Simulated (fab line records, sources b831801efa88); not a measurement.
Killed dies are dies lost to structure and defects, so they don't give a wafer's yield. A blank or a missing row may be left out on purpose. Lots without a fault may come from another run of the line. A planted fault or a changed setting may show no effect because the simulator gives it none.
One fault seen from 2 desks | flow gf180mcu | each desk has only its own numbers; what lay behind them comes last

THE TOOL OWNER'S DESK: litho_track-01
The tool's own readings at GF_HV_LDD_HMDS_25 (prime time 60 s): means of the sampled wafers that have a number, for each lot that ran on this tool. A lot is out of limits, marked OUT, if its mean lies more than 4 standard deviations from the usual mean; the brackets give that distance.
Columns: A = prime_temp_c at GF_HV_LDD_HMDS_25, usual 119.99 C
lot  | first seen here | A
L842 | day 11 15:17    | 120.00
L846 | day 12 13:33    | 120.08
L852 | day 14 13:31    | 119.86
L856 | day 15 18:15    | 124.76 (+34) OUT
L858 | day 16 09:54    | 124.86 (+35) OUT
This desk's finding: out of limits on L856, L858; first on L856, day 15 18:15 (prime_temp_c at GF_HV_LDD_HMDS_25). In limits: L842, L846, L852.

THE METROLOGY DESK
What the gauges read, lot by lot, whatever tool the lot ran on: means of the sampled wafers that have a number. A lot is out of limits, marked OUT, if its mean lies more than 4 standard deviations from the usual mean; the brackets give that distance.
Columns: A = cd_nm at GF_POLY_GATE_CD_MEAS_10, usual 279.9 nm; B = POLY_GATE_OVL at GF_POLY_GATE_OVL_MEAS_11, usual 1 nm; C = HV_LDD_01_OVL at GF_HV_LDD_OVL_MEAS_20, usual -0.4 nm
lot  | first seen here | A     | B  | C
L841 | day 9 09:57     | 281.9 | -1 | -0.8
L842 | day 9 15:49     | 278.6 | 7  | -0.5
L843 | day 9 20:28     | 281.4 | -1 | -1.2
L844 | day 10 05:45    | 279.4 | -2 | 2.0
L845 | day 10 09:16    | 281.3 | -4 | -3.0
L846 | day 10 13:41    | 278.7 | -4 | 1.1
L848 | day 11 03:13    | 279.2 | 2  | -0.3
L850 | day 11 17:41    | 279.0 | 7  | -0.1
L852 | day 12 08:55    | 280.2 | -5 | -0.4
L856 | day 13 11:46    | 280.9 | 3  | 0.7
L858 | day 14 01:54    | 279.7 | 4  | 0.7
L860 | day 14 20:04    | 282.0 | 2  | 0.5
L861 | day 15 02:04    | 278.9 | -0 | -0.7
L863 | day 15 17:06    | 281.0 | 0  | -1.5
This desk's finding: nothing out of limits on any of the 14 lots.

PUT TOGETHER
The tool owner's desk could have raised an alarm at day 15 18:15, on L856, L858.
The metrology desk saw nothing out of limits.
The metrology desk has L856, L858 on record, within its limits.
Of the lots named, all ran GF_HV_LDD_HMDS_25 on litho_track-01.

WHAT THE SIMULATOR HAD PUT IN
Process parameter drift: litho_track-01, from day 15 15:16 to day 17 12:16, at GF_HV_LDD_HMDS_25. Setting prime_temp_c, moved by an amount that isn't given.
Lots struck among those shown: L856, L858.
Hours from the fault's start to each desk's first reading out of limits: the tool owner's desk, 3.
